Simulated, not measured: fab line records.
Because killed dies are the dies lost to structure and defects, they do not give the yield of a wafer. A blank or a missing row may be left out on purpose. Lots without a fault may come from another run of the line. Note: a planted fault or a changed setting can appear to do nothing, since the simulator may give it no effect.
Which tool did it?	flow sky130	6 lots, 18 wafers sampled, at 2 steps of a route of 708

== WHAT THE GAUGES SHOWED, per wafer ==
SKY_VT_ADJUST_NCORE_TW_MEAS_11.
lot	measured	on	VT_ADJUST_NCORE_TW
L472	day 10 00:28	film-metro-01	221.4 221.4 222.7
L474	day 10 17:46	film-metro-04	222.3 223.7 223.4
L482	day 12 05:57	film-metro-03	213.9 214.0 214.2
L486	day 13 04:05	film-metro-03	212.6 212.5 211.9
L490	day 15 02:40	film-metro-03	223.0 222.2 221.3
L493	day 15 14:44	film-metro-01	222.1 221.8 220.8

== WHICH TOOL RAN EACH LOT (tool, then ch and the chambers of the sampled wafers, then the start) ==
lot	SKY_VT_ADJUST_NCORE_IMPLANT_09
L472	implanter-01 ch 0, day 10 00:13
L474	implanter-03 ch 0, day 10 17:33
L482	implanter-01 ch 0, day 12 05:43
L486	implanter-01 ch 0, day 13 03:53
L490	implanter-03 ch 0, day 15 02:25
L493	implanter-01 ch 0, day 15 14:31
- SKY_VT_ADJUST_NCORE_IMPLANT_09

== THE ANSWER, worked out from the rows above alone ==
Rule: usual is defined by the lots themselves. The widest of any qualifying gaps counts: lots, ordered by their means at a reading, are off when they make up no more than a third of the lots, leave a main group of 4 or more, and stand apart from it by 3 or more times the standard deviation of that group's means. A main group is skipped when, at the precision printed for the reading in the tables above, its means are all equal. A lot without any number at a reading at which 4 lots or more have one is off too. Where the step has rows for the other lots, those lots are counted as sound.
Off: L482, L486, at SKY_VT_ADJUST_NCORE_TW_MEAS_11 (VT_ADJUST_NCORE_TW). The main group: mean 222.2, standard deviation 0.59.
A tool fits if, at a process step before that reading, it ran every lot that is off, and no sound lot after the first of them. The gauges at SKY_VT_ADJUST_NCORE_TW_MEAS_11 are tried like those tools. No candidate that was tried fits.

== WHAT THE SIMULATOR PUT IN ==
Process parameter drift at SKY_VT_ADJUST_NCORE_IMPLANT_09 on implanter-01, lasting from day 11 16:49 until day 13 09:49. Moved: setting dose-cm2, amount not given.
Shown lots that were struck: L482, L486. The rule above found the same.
